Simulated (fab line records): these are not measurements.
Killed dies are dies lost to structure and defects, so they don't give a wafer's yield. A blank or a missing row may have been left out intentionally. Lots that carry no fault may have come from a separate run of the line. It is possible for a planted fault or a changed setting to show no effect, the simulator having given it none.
Which tool was responsible? | flow sky130 | 39 wafers from 13 lots sampled at 3 of the route's 708 steps

## WHAT EACH GAUGE READ, for each wafer
SKY_SD_N_OVL_MEAS_08.
lot  | measured     | on         | SD_N_OVL (nm)
L821 | day 28 01:57 | overlay-01 | 2.8 2.5 2.9
L823 | day 29 04:47 | overlay-02 | 2.0 2.3 1.8
L825 | day 29 13:10 | overlay-02 | 1.0 2.9 1.6
L824 | day 29 13:41 | overlay-02 | 0.5 0.0 0.3
L828 | day 30 15:04 | overlay-02 | -0.3 -0.2 1.4
L829 | day 31 05:43 | overlay-02 | 0.6 3.8 1.5
L831 | day 31 11:07 | overlay-02 | 1.8 1.2 2.8
L833 | day 32 07:42 | overlay-01 | 0.8 1.4 -0.2
L835 | day 33 02:56 | overlay-02 | 3.7 4.0 2.5
L837 | day 33 15:22 | overlay-02 | 0.8 0.6 1.6
L838 | day 33 17:28 | overlay-01 | 4.6 1.9 3.0
L843 | day 36 12:56 | overlay-01 | 1.3 1.3 1.1
L842 | day 36 16:28 | overlay-01 | 2.0 2.3 2.1

SKY_SD_N_RS_MEAS_17: uses a four-point probe to measure.
lot  | measured     | on           | SD_P_RS (ohm/sq)
L821 | day 28 02:49 | filmMetro-02 | 147.3 147.3 146.7
L823 | day 29 06:30 | filmMetro-03 | 147.5 147.6 146.8
L825 | day 29 14:01 | filmMetro-02 | 147.3 147.3 147.0
L824 | day 29 14:33 | filmMetro-03 | 147.2 146.8 146.8
L828 | day 30 15:56 | filmMetro-02 | 147.0 146.8 146.4
L829 | day 31 06:36 | filmMetro-02 | 146.1 146.3 146.6
L831 | day 31 11:58 | filmMetro-04 | 146.8 146.8 147.3
L833 | day 32 08:32 | filmMetro-02 | 146.9 147.0 147.0
L835 | day 33 03:48 | filmMetro-03 | 147.2 148.1 147.7
L837 | day 33 16:14 | filmMetro-04 | 147.4 147.4 147.6
L838 | day 33 18:20 | filmMetro-04 | 147.3 147.0 147.4
L843 | day 36 13:47 | filmMetro-03 | 146.6 146.5 146.7
L842 | day 36 17:19 | filmMetro-02 | 147.5 147.0 147.5

SKY_LOCAL_INTERCONNECT_THK_MEAS_02: measures by xrf.
lot  | measured     | on           | LOCAL_INTERCONNECT_TIN_THK (nm)
L821 | day 29 09:13 | filmMetro-01 | 100.7 99.4 100.6
L823 | day 30 13:12 | filmMetro-02 | 102.5 100.8 102.8
L825 | day 30 20:27 | filmMetro-01 | 102.8 103.0 102.8
L824 | day 30 20:43 | filmMetro-04 | 100.8 100.5 100.6
L828 | day 31 22:22 | filmMetro-04 | 99.6 99.9 99.4
L829 | day 32 12:20 | filmMetro-04 | 101.0 102.6 100.9
L831 | day 32 17:09 | filmMetro-02 | 103.4 100.4 101.0
L833 | day 33 13:55 | filmMetro-01 | 100.6 99.8 100.0
L835 | day 34 07:39 | filmMetro-04 | 98.0 98.1 98.9
L837 | day 34 20:37 | filmMetro-02 | 102.3 102.3 102.2
L838 | day 34 22:53 | filmMetro-01 | 98.4 99.2 100.1
L843 | day 37 17:55 | filmMetro-02 | 100.8 101.6 101.8
L842 | day 37 21:51 | filmMetro-04 | 100.3 100.5 101.7

## WHICH TOOL RAN EACH LOT (tool, then ch and the chambers of the sampled wafers, then the start)
No process step before these readings appears in the record.

## AS READ BY THE TOOLS THEMSELVES (means over the sampled wafers that have a number; for cases with no such wafer, the mark the record gives instead)
The record holds no such reading with a usual standard deviation.

## THE ANSWER, worked out from the rows above alone
Rule: usual is defined by the lots themselves. Put in order of their means at a reading, lots are off if they are a third of the lots or fewer, leave a main group of 4 or more, and stand apart from it by a gap of 3 or more times the standard deviation of the main group's means; of several such gaps the widest counts. A main group is skipped when, at the precision printed for the reading in the tables above, its means are all equal. A lot without any number at a reading at which 4 lots or more have one is off too. Where the step has rows for the other lots, those lots are counted as sound. First the gauges in route order, then the tools' own readings, where a lot's mean is used as printed above. The first step at which some lot is off is used, and at that step the reading that is off furthest; a lot without a number counts as furthest.
Across all readings shown, no lot is off: no conclusion can be drawn from this.

## WHAT THE SIMULATOR HAD PUT IN
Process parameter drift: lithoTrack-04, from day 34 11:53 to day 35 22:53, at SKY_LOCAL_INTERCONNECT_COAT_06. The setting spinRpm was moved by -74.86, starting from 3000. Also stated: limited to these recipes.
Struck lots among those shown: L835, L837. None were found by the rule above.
